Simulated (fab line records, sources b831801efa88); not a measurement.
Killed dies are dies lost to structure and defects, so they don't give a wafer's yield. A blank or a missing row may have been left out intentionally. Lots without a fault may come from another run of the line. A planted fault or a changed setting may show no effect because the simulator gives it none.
fab line records || flow sfqLine
record: {"lots": 15, "wafers": 42, "lastDay": 81}
route steps=325 shown I1@84
lots that met no fault: taken from a fault-free run of the same line
startH: the number of hours between the record's first day and the start of the first shown wafer of the lot || waitH: time in hours since the lot's previous step || " unchanged from the row above || L1.1+2: a row that stands for several wafers || - no value, or no start was given || * or withheld: withheld || < > ~ a bound
route shown NAME@n: NAME is a module with steps in the file, n the number in the route of the first one || usual: average and standard deviation across the fault-free wafers || same: alike in all rows || chamber/n: place in a boat || sites: readings site by site || _std_site: the values' standard deviation || _edge_site: the outer-site mean with the inner-site mean subtracted || radiusMm: for every site, how far away it sits from the centre of the wafer || mask NAME#n: copy n || behind: tool/chamber where the wafer was last shaped || hold: reason for holding the lot/hours on hold/outcome of the hold || device: the n, p or np transistor that did not switch || end of line: the same wafers' tests at the end of the route || a step with no rows: only its recipe || killed: the dies lost at the first sort to structure and to defects; this is not the yield of the wafer || map: the dies of a wafer, with x for killed, . for not killed, _ for no die there
set.NAME: the setting as run; set.NAME@STEP: as run at that earlier step || model.NAME: the simulator's own value behind a step, which no gauge read
the route's steps for a sample of lots (tables are steps, rows are wafers)
services: the hour from which a tool's chamber was out of use, counted from the record's first day as startH (under 0 if before that day), plus the number of hours and why
== steps ==
step: SFQ_TRILAYER_I1_VIA_BARC_OPEN_VIA_ETCH_071
recipe: {"maskMaterial": "PR", "chemistry": "O2", "targetDepthNm": 125, "target": "BARC", "sourceW": 500, "biasW": 80, "pressureMtorr": 30, "timeS": 41.7}
usual: {"biasW": "80.01/0.27", "drypumpMotorCurrentA": "5.7/0.42", "oesProductAu": "0.685/0.004", "runLengthS": "70.1/0.38"}
{"lot.wafer": "L692.2", "tool": "rieDiel-01", "chamber": 1, "startH": 472.58, "waitH": 0.0, "biasW": 80.32, "drypumpMotorCurrentA": 5.8, "oesProductAu": 0.683, "rfHoursCounterH": 8, "runLengthS": 70.3}
{"lot.wafer": "L692.5", "tool": "rieDiel-01", "chamber": 1, "startH": 472.58, "waitH": 0.0, "biasW": 80.46, "drypumpMotorCurrentA": 5.8, "oesProductAu": 0.693, "rfHoursCounterH": "-", "runLengthS": 70.3}
{"lot.wafer": "L692.6", "tool": "rieDiel-01", "chamber": 2, "startH": 472.58, "waitH": 0.0, "biasW": 80.03, "drypumpMotorCurrentA": 5.6, "oesProductAu": 0.680, "rfHoursCounterH": "-", "runLengthS": 70.7}
{"lot.wafer": "L693.2", "tool": "rieDiel-01", "chamber": 2, "startH": 480.91, "waitH": 0.0, "biasW": 79.84, "drypumpMotorCurrentA": 5.7, "oesProductAu": 0.687, "rfHoursCounterH": 33, "runLengthS": 70.2}
{"lot.wafer": "L693.5", "tool": "rieDiel-01", "chamber": 0, "startH": 480.91, "waitH": 0.0, "biasW": 79.85, "drypumpMotorCurrentA": 5.8, "oesProductAu": 0.687, "rfHoursCounterH": "-", "runLengthS": 70.3}
{"lot.wafer": "L693.6", "tool": "rieDiel-01", "chamber": 1, "startH": 480.91, "waitH": 0.0, "biasW": 79.26, "drypumpMotorCurrentA": 5.8, "oesProductAu": 0.679, "rfHoursCounterH": "-", "runLengthS": 70.4}
{"lot.wafer": "L694.1", "tool": "rieDiel-03", "chamber": 3, "startH": 490.51, "waitH": 0.0, "biasW": 79.62, "drypumpMotorCurrentA": 5.7, "oesProductAu": 0.691, "rfHoursCounterH": 9, "runLengthS": 70.8}
{"lot.wafer": "L694.4", "tool": "rieDiel-03", "chamber": 1, "startH": 490.51, "waitH": 0.0, "biasW": 80.07, "drypumpMotorCurrentA": 5.5, "oesProductAu": 0.686, "rfHoursCounterH": 34, "runLengthS": 69.8}
{"lot.wafer": "L694.5", "tool": "rieDiel-03", "chamber": 0, "startH": 490.51, "waitH": 0.0, "biasW": 80.18, "drypumpMotorCurrentA": 6.4, "oesProductAu": 0.688, "rfHoursCounterH": "-", "runLengthS": 69.5}
{"lot.wafer": "L695.1", "tool": "rieDiel-02", "chamber": 1, "startH": 495.31, "waitH": 0.0, "biasW": 80.12, "drypumpMotorCurrentA": 5.1, "oesProductAu": 0.680, "rfHoursCounterH": 1, "runLengthS": 70.2}
{"lot.wafer": "L695.2", "tool": "rieDiel-02", "chamber": 2, "startH": 495.31, "waitH": 0.0, "biasW": 79.77, "drypumpMotorCurrentA": 5.6, "oesProductAu": 0.684, "rfHoursCounterH": 8, "runLengthS": 70.3}
{"lot.wafer": "L695.3", "tool": "rieDiel-02", "chamber": 0, "startH": 495.31, "waitH": 0.0, "biasW": 79.75, "drypumpMotorCurrentA": 6.3, "oesProductAu": 0.685, "rfHoursCounterH": 14, "runLengthS": 69.6}
{"lot.wafer": "L697.1", "tool": "rieDiel-01", "chamber": 0, "startH": 551.23, "waitH": 0.0, "biasW": 80.13, "drypumpMotorCurrentA": 5.8, "oesProductAu": 0.688, "rfHoursCounterH": 11, "runLengthS": 70.0}
{"lot.wafer": "L697.3", "tool": "rieDiel-01", "chamber": 1, "startH": 551.23, "waitH": 0.0, "biasW": 80.02, "drypumpMotorCurrentA": 5.8, "oesProductAu": 0.686, "rfHoursCounterH": 9, "runLengthS": 70.3}
{"lot.wafer": "L697.5", "tool": "rieDiel-01", "chamber": 1, "startH": 551.23, "waitH": 0.0, "biasW": 80.44, "drypumpMotorCurrentA": 5.8, "oesProductAu": 0.689, "rfHoursCounterH": "-", "runLengthS": 70.3}
{"lot.wafer": "L698.1", "tool": "rieDiel-02", "chamber": 3, "startH": 602.83, "waitH": 0.0, "biasW": 79.74, "drypumpMotorCurrentA": 5.3, "oesProductAu": 0.684, "rfHoursCounterH": 13, "runLengthS": 69.8}
{"lot.wafer": "L698.3", "tool": "rieDiel-02", "chamber": 1, "startH": 602.83, "waitH": 0.0, "biasW": 80.04, "drypumpMotorCurrentA": 5.1, "oesProductAu": 0.682, "rfHoursCounterH": 2, "runLengthS": 70.1}
{"lot.wafer": "L698.6", "tool": "rieDiel-02", "chamber": 2, "startH": 602.83, "waitH": 0.0, "biasW": 79.57, "drypumpMotorCurrentA": 5.6, "oesProductAu": 0.681, "rfHoursCounterH": "-", "runLengthS": 70.4}
{"lot.wafer": "L700.1", "tool": "rieDiel-01", "chamber": 2, "startH": 619.86, "waitH": 0.0, "biasW": 80.17, "drypumpMotorCurrentA": 5.6, "oesProductAu": 0.689, "rfHoursCounterH": 35, "runLengthS": 70.0}
{"lot.wafer": "L700.4", "tool": "rieDiel-01", "chamber": 1, "startH": 619.86, "waitH": 0.0, "biasW": 80.18, "drypumpMotorCurrentA": 5.8, "oesProductAu": 0.684, "rfHoursCounterH": 10, "runLengthS": 70.6}
{"lot.wafer": "L700.6", "tool": "rieDiel-01", "chamber": 0, "startH": 619.86, "waitH": 0.0, "biasW": 79.69, "drypumpMotorCurrentA": 5.8, "oesProductAu": 0.685, "rfHoursCounterH": "-", "runLengthS": 70.3}
{"lot.wafer": "L701.4", "tool": "rieDiel-01", "chamber": 2, "startH": 630.66, "waitH": 0.0, "biasW": 79.87, "drypumpMotorCurrentA": 5.7, "oesProductAu": 0.685, "rfHoursCounterH": 35, "runLengthS": 70.5}
{"lot.wafer": "L701.5", "tool": "rieDiel-01", "chamber": 3, "startH": 630.66, "waitH": 0.0, "biasW": 80.21, "drypumpMotorCurrentA": 5.1, "oesProductAu": 0.678, "rfHoursCounterH": "-", "runLengthS": 70.6}
{"lot.wafer": "L701.6", "tool": "rieDiel-01", "chamber": 0, "startH": 630.66, "waitH": 0.0, "biasW": 80.47, "drypumpMotorCurrentA": 5.9, "oesProductAu": 0.685, "rfHoursCounterH": "-", "runLengthS": 69.9}
{"lot.wafer": "L703.2", "tool": "rieDiel-02", "chamber": 2, "startH": 641.46, "waitH": 0.0, "biasW": 80.04, "drypumpMotorCurrentA": 5.5, "oesProductAu": 0.686, "rfHoursCounterH": 9, "runLengthS": 70.6}
{"lot.wafer": "L703.3", "tool": "rieDiel-02", "chamber": 1, "startH": 641.46, "waitH": 0.0, "biasW": 79.79, "drypumpMotorCurrentA": 5.1, "oesProductAu": 0.684, "rfHoursCounterH": 2, "runLengthS": 70.2}
{"lot.wafer": "L703.6", "tool": "rieDiel-02", "chamber": 3, "startH": 641.46, "waitH": 0.0, "biasW": 79.42, "drypumpMotorCurrentA": 5.3, "oesProductAu": 0.687, "rfHoursCounterH": "-", "runLengthS": 69.6}
{"lot.wafer": "L704.1", "tool": "rieDiel-03", "chamber": 3, "startH": 646.38, "waitH": 0.0, "biasW": 80.01, "drypumpMotorCurrentA": 5.7, "oesProductAu": 0.686, "rfHoursCounterH": 11, "runLengthS": 70.8}
{"lot.wafer": "L704.3", "tool": "rieDiel-03", "chamber": 2, "startH": 646.38, "waitH": 0.0, "biasW": 79.50, "drypumpMotorCurrentA": 5.4, "oesProductAu": 0.682, "rfHoursCounterH": 34, "runLengthS": 69.8}
{"lot.wafer": "L704.6", "tool": "rieDiel-03", "chamber": 3, "startH": 646.38, "waitH": 0.0, "biasW": 80.17, "drypumpMotorCurrentA": 5.8, "oesProductAu": 0.687, "rfHoursCounterH": "-", "runLengthS": 70.5}
{"lot.wafer": "L705.1", "tool": "rieDiel-02", "chamber": 2, "startH": 658.51, "waitH": 0.0, "biasW": 80.27, "drypumpMotorCurrentA": 5.6, "oesProductAu": 0.682, "rfHoursCounterH": 10, "runLengthS": 70.6}
{"lot.wafer": "L705.5", "tool": "rieDiel-02", "chamber": 3, "startH": 658.51, "waitH": 0.0, "biasW": 80.21, "drypumpMotorCurrentA": 5.3, "oesProductAu": 0.692, "rfHoursCounterH": "-", "runLengthS": 69.8}
{"lot.wafer": "L705.6", "tool": "rieDiel-02", "chamber": 0, "startH": 658.51, "waitH": 0.0, "biasW": 79.97, "drypumpMotorCurrentA": 6.4, "oesProductAu": 0.683, "rfHoursCounterH": "-", "runLengthS": 69.9}
{"lot.wafer": "L706.1", "tool": "rieDiel-02", "chamber": 2, "startH": 664.51, "waitH": 0.0, "biasW": 80.12, "drypumpMotorCurrentA": 5.6, "oesProductAu": 0.681, "rfHoursCounterH": 10, "runLengthS": 70.6}
{"lot.wafer": "L706.2", "tool": "rieDiel-02", "chamber": 3, "startH": 664.51, "waitH": 0.0, "biasW": 79.91, "drypumpMotorCurrentA": 5.3, "oesProductAu": 0.687, "rfHoursCounterH": 14, "runLengthS": 70.0}
{"lot.wafer": "L706.3", "tool": "rieDiel-02", "chamber": 1, "startH": 664.51, "waitH": 0.0, "biasW": 80.28, "drypumpMotorCurrentA": 5.1, "oesProductAu": 0.680, "rfHoursCounterH": 3, "runLengthS": 70.7}
{"lot.wafer": "L707.3", "tool": "rieDiel-02", "chamber": 0, "startH": 671.71, "waitH": 0.0, "biasW": 80.33, "drypumpMotorCurrentA": 6.4, "oesProductAu": 0.690, "rfHoursCounterH": 16, "runLengthS": 69.8}
{"lot.wafer": "L707.6", "tool": "rieDiel-02", "chamber": 2, "startH": 671.71, "waitH": 0.0, "biasW": 79.89, "drypumpMotorCurrentA": 5.6, "oesProductAu": 0.623, "rfHoursCounterH": "-", "runLengthS": 81.6}
{"lot.wafer": "L708.2", "tool": "rieDiel-02", "chamber": 2, "startH": 683.26, "waitH": 0.0, "biasW": 79.74, "drypumpMotorCurrentA": 5.6, "oesProductAu": 0.616, "rfHoursCounterH": 10, "runLengthS": 81.3}
{"lot.wafer": "L708.6", "tool": "rieDiel-02", "chamber": 1, "startH": 683.26, "waitH": 0.0, "biasW": 80.06, "drypumpMotorCurrentA": 5.1, "oesProductAu": 0.616, "rfHoursCounterH": "-", "runLengthS": 81.3}
{"lot.wafer": "L709.2", "tool": "rieDiel-02", "chamber": 2, "startH": 694.06, "waitH": 0.0, "biasW": 79.83, "drypumpMotorCurrentA": 5.6, "oesProductAu": 0.620, "rfHoursCounterH": 10, "runLengthS": 81.3}
{"lot.wafer": "L709.3", "tool": "rieDiel-02", "chamber": 3, "startH": 694.06, "waitH": 0.0, "biasW": 79.66, "drypumpMotorCurrentA": 5.3, "oesProductAu": 0.683, "rfHoursCounterH": 15, "runLengthS": 70.0}
== services ==
{"tool": "rieDiel-01", "chamber": "-", "startH": 449.31, "hours": 0.4, "kind": "repair"}
{"tool": "rieDiel-02", "chamber": 2, "startH": 469.61, "hours": 7.0, "kind": "repair"}
{"tool": "rieDiel-02", "chamber": "-", "startH": 472.26, "hours": 0.5, "kind": "repair"}
{"tool": "rieDiel-01", "chamber": 0, "startH": 486.27, "hours": 7.4, "kind": "repair"}
{"tool": "rieDiel-02", "chamber": 3, "startH": 487.08, "hours": 12.2, "kind": "repair"}
{"tool": "rieDiel-02", "chamber": "-", "startH": 537.06, "hours": 2.8, "kind": "pm"}
{"tool": "rieDiel-03", "chamber": 3, "startH": 538.67, "hours": 9.7, "kind": "repair"}
{"tool": "rieDiel-01", "chamber": 3, "startH": 551.48, "hours": "-", "kind": "clean"}
{"tool": "rieDiel-01", "chamber": 3, "startH": 551.48, "hours": 16.2, "kind": "scheduledDown"}
{"tool": "rieDiel-01", "chamber": 3, "startH": 551.48, "hours": 16.2, "kind": "ventCycle"}
{"tool": "rieDiel-03", "chamber": "-", "startH": 577.37, "hours": 28.1, "kind": "pm"}
{"tool": "rieDiel-03", "chamber": 0, "startH": 607.03, "hours": 4.9, "kind": "repair"}
{"tool": "rieDiel-02", "chamber": 0, "startH": 613.22, "hours": 8.4, "kind": "repair"}
{"tool": "rieDiel-03", "chamber": 1, "startH": 623.21, "hours": 5.5, "kind": "repair"}
{"tool": "rieDiel-02", "chamber": 1, "startH": 625.58, "hours": 10.6, "kind": "repair"}
{"tool": "rieDiel-03", "chamber": "-", "startH": 631.24, "hours": 0.6, "kind": "repair"}
{"tool": "rieDiel-01", "chamber": "-", "startH": 693.52, "hours": 0.2, "kind": "repair"}
== key ==
firstSign: {"step": "SFQ_TRILAYER_I1_VIA_BARC_OPEN_VIA_ETCH_071", "reading": "runLengthS", "direction": "up", "sigmas": 30, "usual": "*", "struck": "*"}
effect: {"step": "SFQ_TRILAYER_I1_VIA_BARC_OPEN_VIA_ETCH_071", "reading": "oesProductAu", "direction": "down", "sigmas": 16, "usual": 0.685, "struck": 0.619}
metAt SFQ_TRILAYER_I1_VIA_BARC_OPEN_VIA_ETCH_071
struckLots L707,L708,L709
struckWafers L707.6,L708.2,L708.6,L709.2
onsetBetween 664.51 671.71
fault: {"kind": "processParameterDrift", "tool": "rieDiel-02", "chamber": "-", "onsetH": 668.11, "steps": "SFQ_TRILAYER_I1_VIA_BARC_OPEN_VIA_ETCH_071", "channel": "timeS", "offset": "*", "shape": "step", "endH": 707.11, "scope": "struckWafersOnly", "actsIn": "*", "stated": "*"}
